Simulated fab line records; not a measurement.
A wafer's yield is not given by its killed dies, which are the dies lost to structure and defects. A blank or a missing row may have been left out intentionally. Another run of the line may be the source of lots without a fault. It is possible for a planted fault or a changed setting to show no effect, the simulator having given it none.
Which tool is to blame?    flow sfq-line    Sampling: 14 lots, 42 wafers, 2 of 325 route steps

## WHAT EACH GAUGE READ, for each wafer
SFQ_M6_OVL_MEAS_940. Usual: M6_OVL typically reads 2 nm, with standard deviation 7.2.
lot   measured      on          M6_OVL (nm)  flag
L775  day 56 15:13  overlay-02  6 3 -3       
L777  day 57 06:50  overlay-02  -7 1 7       
L778  day 57 15:22  overlay-01  -1 -8 -4     
L779  day 58 03:02  overlay-02  1 0 13       
L780  day 58 09:01  overlay-01  7 -1 1       
L781  day 58 16:13  overlay-01  -6 0 -11     
L786  day 60 06:16  overlay-02  5 8 5        
L789  day 60 19:26  overlay-01  4 5 12       
L790  day 61 07:26  overlay-01  -4 -4 -5     
L792  day 61 13:26  overlay-01  -6 1 3       
L795  day 62 05:17  overlay-01  22 23 11     
L796  day 62 07:26  overlay-01  0 10 7       
L797  day 62 11:02  overlay-01  10 2 2       
L798  day 62 18:14  overlay-01  4 -2 -3      

## TOOL THAT RAN EACH LOT (tool first, then ch and the chambers of the sampled wafers, then the start)
lot   SFQ_TRILAYER_R5_DEP_SPUTTER_134
L775  pvd-sputter-05, day 48 02:29
L777  pvd-sputter-04, day 48 21:47
L778  pvd-sputter-03, day 49 06:55
L779  pvd-sputter-03, day 50 07:01
L780  pvd-sputter-03, day 50 19:01
L781  pvd-sputter-05, day 51 05:40
L786  pvd-sputter-03, day 52 18:43
L789  pvd-sputter-04, day 53 06:58
L790  pvd-sputter-05, day 53 18:58
L792  pvd-sputter-03, day 54 03:40
L795  pvd-sputter-05, day 55 02:59
L796  pvd-sputter-04, day 55 03:50
L797  pvd-sputter-03, day 55 06:50
L798  pvd-sputter-03, day 55 12:56
- SFQ_TRILAYER_R5_DEP_SPUTTER_134: material Ti, target thk 5 nm, time 5 s.

## AS READ BY THE TOOLS THEMSELVES (means over the sampled wafers that have a number; for cases with no such wafer, the mark the record gives instead)
SFQ_TRILAYER_R5_DEP_SPUTTER_134. Usual: cathode-dc-power-W 2000.0 W, standard deviation 0.38; throttle-valve-pct 30.2 %, standard deviation 0.7.
lot   tool            cathode-dc-power-W (W)  throttle-valve-pct (%)  flag
L775  pvd-sputter-05  1999.9                  30.2                    
L777  pvd-sputter-04  1999.9                  29.8                    
L778  pvd-sputter-03  2000.1                  30.8                    
L779  pvd-sputter-03  1999.9                  31.1                    
L780  pvd-sputter-03  1999.9                  29.8                    
L781  pvd-sputter-05  2000.0                  29.9                    
L786  pvd-sputter-03  2000.0                  30.1                    
L789  pvd-sputter-04  1999.7                  30.1                    
L790  pvd-sputter-05  2000.3                  30.0                    
L792  pvd-sputter-03  1999.5                  30.7                    
L795  pvd-sputter-05  2000.0                  30.0                    
L796  pvd-sputter-04  1999.7                  29.6                    
L797  pvd-sputter-03  2000.1                  31.1                    
L798  pvd-sputter-03  1999.8                  31.0                    

## THE ANSWER, worked out from the rows above alone
Rule: a lot counts as off when the mean over its wafers that have a number is more than 3 standard deviations away from the usual mean. A lot without any number at a reading at which 4 lots or more have one is off too. Where the step has rows for the other lots, those lots are counted as sound. First the gauges in route order, then the tools' own readings, where a lot's mean is used as printed above. At the first step where some lot is off, the reading lying furthest off is the one used; lots without a number count as furthest.
Across all readings shown, no lot is off: no conclusion can be drawn from this.

## WHAT HAD BEEN PUT IN BY THE SIMULATOR
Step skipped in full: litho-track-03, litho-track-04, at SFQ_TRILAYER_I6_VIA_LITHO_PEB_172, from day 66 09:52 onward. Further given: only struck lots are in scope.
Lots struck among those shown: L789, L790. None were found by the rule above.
